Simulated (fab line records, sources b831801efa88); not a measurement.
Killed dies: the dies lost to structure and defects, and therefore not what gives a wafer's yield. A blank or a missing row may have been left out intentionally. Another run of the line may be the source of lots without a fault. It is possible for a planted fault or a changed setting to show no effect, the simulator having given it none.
Chamber matching | flow sky130 | SKY_VIA4_ETCH_12 on rie_diel-04: 4 sister chambers
The step etches SiO2 in C4F8/O2/Ar, stops on TiN, target depth 580 nm. 33 wafers are shown with their chamber, then 12 later ones without.

WAFERS PAIRED WITH THEIR CHAMBERS
wafer  | chamber | oes_product_au (a.u.)
L075.1 | 1       | 0.929
L075.2 | 2       | 0.935
L075.3 | 0       | 0.932
L075.4 | 3       | 0.916
L075.5 | 2       | 0.925
L075.6 | 1       | 0.924
L077.2 | 2       | 0.937
L077.5 | 1       | 0.930
L077.6 | 0       | 0.918
L078.1 | 3       | 0.926
L078.5 | 2       | 0.933
L078.6 | 3       | 0.931
L080.1 | 1       | 0.928
L080.2 | 0       | 0.922
L080.3 | 3       | 0.932
L080.4 | 2       | 0.936
L080.5 | 2       | 0.927
L080.6 | 3       | 0.932
L082.1 | 1       | 0.925
L082.2 | 2       | 0.924
L082.3 | 0       | 0.929
L082.4 | 3       | 0.933
L082.5 | 1       | 0.928
L082.6 | 0       | 0.918
L089.1 | 3       | 0.932
L089.2 | 2       | 0.924
L089.3 | 1       | 0.928
L089.4 | 0       | 0.928
L089.5 | 1       | 0.934
L089.6 | 0       | 0.932
L090.1 | 3       | 0.922
L090.2 | 1       | 0.920
L090.3 | 0       | 0.935

SIGNATURES, as means of the wafers listed above
reading        | chamber 0 | chamber 1 | chamber 2 | chamber 3 | scatter within a chamber
oes_product_au | 0.92675   | 0.92733   | 0.93013   | 0.92800   | 0.00564
Rule: a wafer lies at a distance from a chamber equal to the root of the sum of squares, over the readings, of (its reading less the chamber's mean, divided by the reading's scatter). The wafer belongs to the nearest chamber; if the next one is less than 2 further off, it can't be placed. The scatter: the root of (the sum of the squares of (reading less its chamber's mean) over the shown wafers, divided by (wafers less chambers)).

WAFERS MISSING THEIR CHAMBER
wafer  | oes_product_au (a.u.)
L090.4 | 0.934
L090.5 | 0.928
L090.6 | 0.929
L093.1 | 0.928
L093.2 | 0.923
L093.3 | 0.931
L093.4 | 0.925
L093.5 | 0.924
L093.6 | 0.925
L096.1 | 0.921
L096.4 | 0.929
L096.6 | 0.929

CHAMBER TAKEN BY EACH
wafer  | from the rows above               | in truth
L090.4 | can't be placed: 2 or 3 or 1 or 0 | 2
L090.5 | can't be placed: 3 or 1 or 0 or 2 | 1
L090.6 | can't be placed: 3 or 2 or 1 or 0 | 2
L093.1 | can't be placed: 3 or 1 or 0 or 2 | 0
L093.2 | can't be placed: 0 or 1 or 3 or 2 | 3
L093.3 | can't be placed: 2 or 3 or 1 or 0 | 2
L093.4 | can't be placed: 0 or 1 or 3 or 2 | 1
L093.5 | can't be placed: 0 or 1 or 3 or 2 | 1
L093.6 | can't be placed: 0 or 1 or 3 or 2 | 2
L096.1 | can't be placed: 0 or 1 or 3 or 2 | 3
L096.4 | can't be placed: 3 or 2 or 1 or 0 | 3
L096.6 | can't be placed: 3 or 2 or 1 or 0 | 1
Correctly placed: 0 of 12. These rows do not allow placing 12 (true chamber among the candidates in 12). Number placed wrongly: 0.
